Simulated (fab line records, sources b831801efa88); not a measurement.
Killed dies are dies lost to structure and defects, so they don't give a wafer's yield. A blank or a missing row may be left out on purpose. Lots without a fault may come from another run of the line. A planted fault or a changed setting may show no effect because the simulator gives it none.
Problem report in the 8D (eight disciplines) form, filled by code | flow sky130 | the parts of the form that need people (team, actions taken, sign-off) are left out

1. THE PROBLEM
strip_time_to_endpoint_s at SKY_VIA3_STRIP_16 reads a mean of 4.692 s on 2 wafers of 2 lots; wafers without a fault read 4.128 s with a standard deviation of 0.017. That is +33 standard deviations from the usual mean.
The step: strips in O2/N2.
First seen on wafer L918.1, day 45 03:16, on plasma_asher-01. The record holds 32 wafers of 11 lots with a number at this step. Rule for "out", or "out of limits": more than 4 standard deviations from the usual mean. The other wafers with a number count as sound.

2. WHAT IT IS AND WHAT IT IS NOT
question                    | is                       | is not
which readings at this step | strip_time_to_endpoint_s | drypump_motor_current_A, n2_flow_sccm
which lots                  | L918, L921               | L904, L905, L906, L908, L909, L913, L914, L917, L924
which wafers of those lots  | L918.1, L921.6           | L918.3, L918.5, L921.2
read on which tools         | plasma_asher-01          | plasma_asher-02, plasma_asher-04
when                        | from day 45 03:16        | up to then (26 sound wafers); but 4 sound wafers of L921, L924 came after

3. SUSPECTS, AND WHAT RULES EACH OUT
Counting: a tool at a process step up to the reading stays a suspect if it ran every lot that is out. Sound lots after the first of them don't rule it out here, since some wafers of a struck lot are sound.
- litho_track-01 at SKY_VIA3_COAT_07 (resist thk 450 nm): kept. It ran every lot that is out, first L918 (day 44 15:00); its last sound lot up to then is L914 (day 42 15:00).
- plasma_asher-01 at SKY_VIA3_STRIP_16 (strips in O2/N2): kept. It ran every lot that is out, first L918 (day 45 03:16); its last sound lot up to then is L917 (day 44 22:40). Its own readings are out on those wafers: strip_time_to_endpoint_s.
Left after counting: litho_track-01 at SKY_VIA3_COAT_07, plasma_asher-01 at SKY_VIA3_STRIP_16.

4. THE CAUSE (what the simulator had put in)
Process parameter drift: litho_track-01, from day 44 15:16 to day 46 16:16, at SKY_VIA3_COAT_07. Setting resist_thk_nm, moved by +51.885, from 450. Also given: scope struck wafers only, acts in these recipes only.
Counting left 2 suspects, and this tool is among them.

5. THE CHAIN OF EFFECTS, in route order
Each row: a reading whose mean over the struck wafers that have a number lies more than 3 standard deviations from the usual. Only readings for which the record gives a usual standard deviation are gone through. hours: the time from each lot's start at the first step in this table that gives one to its start at this step, as a median over the lots. sigmas: the change in usual standard deviations.
hours | step              | reading                  | usual      | on struck wafers | change | sigmas
0     | SKY_VIA3_STRIP_16 | oes_product_au           | 0.402 a.u. | 0.424            | +0.022 | +4.9
0     | SKY_VIA3_STRIP_16 | strip_time_to_endpoint_s | 4.128 s    | 4.692            | +0.564 | +33
The process steps in it:
- SKY_VIA3_STRIP_16: strips in O2/N2.

6. WHAT WOULD HAVE CAUGHT IT SOONER
In this record the first reading out of limits was taken at day 45 03:16, 12 hours after the fault began at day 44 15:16.
Of the tool readings at SKY_VIA3_COAT_07 for which the record gives a usual standard deviation, none was out on any struck wafer, so an alarm limit of 4 standard deviations on them would not have fired.
All the lots that are out (2) had begun SKY_VIA3_COAT_07 on litho_track-01 by day 45 03:16. A hold on the tool at that time would have spared none of them.
